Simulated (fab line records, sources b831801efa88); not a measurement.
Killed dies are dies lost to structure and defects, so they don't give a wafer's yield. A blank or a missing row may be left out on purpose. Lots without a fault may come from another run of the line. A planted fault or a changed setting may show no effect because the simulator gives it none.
Which tool did it? | flow gf180mcu | 7 lots, 20 wafers sampled, at 4 steps of a route of 602

WHAT THE GAUGES READ, wafer by wafer
GF_M1_CD_MEAS_14: target cd 230 nm.
lot  | measured     | on        | cd_nm (nm)
L735 | day 17 09:09 | cd_sem-01 | 229.0 229.6 229.3
L738 | day 18 14:08 | cd_sem-02 | 230.3 231.5 232.3
L740 | day 19 10:44 | cd_sem-01 | 228.8 228.3 228.5
L742 | day 20 04:25 | cd_sem-02 | 231.7 231.4 230.3
L745 | day 21 04:18 | cd_sem-01 | 228.1 229.4 230.3
L752 | day 23 13:46 | cd_sem-01 | 229.8 231.5
L757 | day 25 00:04 | cd_sem-01 | 231.2 230.7 229.2

WHICH TOOL RAN EACH LOT (tool, then ch and the chambers of the sampled wafers, then the start)
lot  | GF_CONTACT_CMP_04             | GF_CONTACT_ETCH_17                            | GF_M1_SPUTTER_02
L735 | cmp-02 ch 0,1,3, day 15 10:40 | rie_diel-03 ch 0,3, day 16 10:37 or earlier   | pvd_sputter-01, day 16 10:37
L738 | cmp-02 ch 0,3, day 16 14:17   | rie_diel-02 ch 0,2, day 17 14:45 or earlier   | pvd_sputter-01, day 17 14:45
L740 | cmp-02 ch 0,2, day 17 08:47   | rie_diel-04 ch 1,2, day 18 10:21 or earlier   | pvd_sputter-02, day 18 10:21
L742 | cmp-02 ch 0,1,3, day 18 02:33 | rie_diel-03 ch 0,2,3, day 19 03:22 or earlier | pvd_sputter-01, day 19 03:22
L745 | cmp-02 ch 0,2,3, day 19 02:33 | rie_diel-02 ch 0,1,3, day 20 04:49 or earlier | pvd_sputter-02, day 20 04:49
L752 | cmp-01 ch 1,3, day 21 14:48   | rie_diel-04 ch 1,3, day 22 15:16 or earlier   | pvd_sputter-01, day 22 15:16
L757 | cmp-02 ch 0,2, day 23 02:07   | rie_diel-03 ch 2,3, day 24 02:05 or earlier   | pvd_sputter-04, day 24 02:05
- GF_CONTACT_CMP_04: polishes SiO2.
- GF_CONTACT_ETCH_17: etches SiO2 in C4F8/O2/Ar, stops on CoSi2, target depth 860 nm.
- GF_M1_SPUTTER_02: material AlCu, target thk 450 nm, time 23.9 s.

THE ANSWER, worked out from the rows above alone
Rule: what is usual is taken from the lots themselves. Put in order of their means at a reading, lots are off if they are a third of the lots or fewer, leave a main group of 4 or more, and stand apart from it by a gap of 3 or more times the standard deviation of the main group's means; of several such gaps the widest counts. A main group whose means are all the same, to the digits that the tables above print for the reading, isn't used. A lot without any number at a reading at which 4 lots or more have one is off too. The other lots that the step has rows for count as sound.
No lot is off at any reading shown: from this, nothing can be told.

WHAT THE SIMULATOR HAD PUT IN
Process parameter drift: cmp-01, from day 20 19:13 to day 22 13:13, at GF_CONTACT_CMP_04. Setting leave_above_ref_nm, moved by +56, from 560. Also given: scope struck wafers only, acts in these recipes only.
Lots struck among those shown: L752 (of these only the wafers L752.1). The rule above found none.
